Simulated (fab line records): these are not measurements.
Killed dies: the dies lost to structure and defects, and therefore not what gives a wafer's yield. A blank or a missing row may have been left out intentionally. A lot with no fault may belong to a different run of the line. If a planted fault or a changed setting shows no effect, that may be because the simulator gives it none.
8D (eight disciplines) problem report, filled in by code || flow sky130 || the parts of the form that need people (team, actions taken, sign-off) are left out

1. PROBLEM STATEMENT
Across 2 wafers from 2 lots, LI_CONTACT_HDPCVD_THK at SKY_LI_CONTACT_THK_MEAS_01 averages 1010 nm, while fault-free wafers read 931 nm with a standard deviation of 9.4. That is +8.5 standard deviations from the usual mean.
The first sign was on wafer L116.3 at day 34 08:29, on film metro-02. At this step, 33 wafers from 11 lots have a number in the record. By rule, "out" or "out of limits" means more than 4 standard deviations away from the usual mean. Any other wafer with a number is counted as sound.

2. WHAT IT IS, WHAT IT ISN'T
{"question": "which readings at this step", "is": "LI_CONTACT_HDPCVD_THK", "is not": "-"}
{"question": "which lots", "is": "L116, L118", "is not": "L101, L105, L106, L108, L110, L120, L997, L998, L999"}
{"question": "which wafers of those lots", "is": "L116.3, L118.1", "is not": "L116.1, L116.6, L118.4, L118.5"}
{"question": "read on which gauges", "is": "film metro-02, film metro-04", "is not": "film metro-01"}
{"question": "when", "is": "from day 34 08:29", "is not": "up to then (26 sound wafers); but 5 sound wafers of L118, L120 came after"}

3. WHAT RULES OUT EACH SUSPECT
Counting: any tool at a process step up to the reading remains a suspect provided it ran every lot that is out. Sound lots after the first of them don't rule it out here, since some wafers of a struck lot are sound.
- the gauge at SKY_LI_CONTACT_THK_MEAS_01 has been ruled out. 2 gauges (film metro-02, film metro-04) read the wafers that are out.
- hdpcvd-01 at SKY_LI_CONTACT_HDPCVD_00 (deposits PSG, target thk 930 nm, time 155 s): kept. Ran every lot that is out, first one L116 (day 34 08:23); last sound lot up to then L110 (day 32 12:16). On those wafers its own readings are out: run length s.
- Within hdpcvd-01 at SKY_LI_CONTACT_HDPCVD_00: the wafers that are out ran in chamber 0; their sound lot-mates ran in chambers 1, 2.
Left after counting: hdpcvd-01 at SKY_LI_CONTACT_HDPCVD_00.

4. THE CAUSE (what the simulator had put in)
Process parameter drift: hdpcvd-01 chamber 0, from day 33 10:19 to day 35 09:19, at SKY_LI_CONTACT_HDPCVD_00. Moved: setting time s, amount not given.
After counting, this tool was the only one left.

5. SEQUENCE OF EFFECTS, ordered by route
One row per reading whose mean, taken over the struck wafers that have a number, lies over 3 standard deviations from the usual. Scope: only readings with a usual standard deviation given in the record; hours: median across lots of the time from each lot's start at the first step in this table that gives one to its start at this step; sigmas: change in usual standard deviations.
{"hours": 0, "step": "SKY_LI_CONTACT_HDPCVD_00", "reading": "run length s", "usual": "182.7 s", "on struck wafers": 195.6, "change": "+12.9", "sigmas": "+22"}
{"hours": 0, "step": "SKY_LI_CONTACT_THK_MEAS_01", "reading": "LI_CONTACT_HDPCVD_THK", "usual": "931 nm", "on struck wafers": 1010, "change": "+80", "sigmas": "+8.5"}
{"hours": 0, "step": "SKY_LI_CONTACT_CMP_02", "reading": "time to endpoint s", "usual": "32.8 s", "on struck wafers": 43.2, "change": "+10.4", "sigmas": "+4.5"}
Process steps it contains:
- SKY_LI_CONTACT_HDPCVD_00: deposits PSG, target thk 930 nm, time 155 s.
- SKY_LI_CONTACT_CMP_02: polishes PSG.
Later steps that measure or inspect, where all struck wafers having a row at the step show a number for every such reading and not one has moved that far: SKY_CONTACT_THK_MEAS_03.

6. WHAT WOULD HAVE CAUGHT IT SOONER
Counted from the fault's start at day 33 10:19, it took 22 hours until the first out-of-limits reading at a measuring or inspecting step in this record, taken at day 34 08:29.
At SKY_LI_CONTACT_HDPCVD_00, the tool's own readings (run length s) were out on each struck wafer the step has a row for, so an alarm limit on them would have fired on the first such wafer.
Of the lots that are out (2), L118 began SKY_LI_CONTACT_HDPCVD_00 on hdpcvd-01 after day 34 08:29. Holding the tool at that time would have saved it.
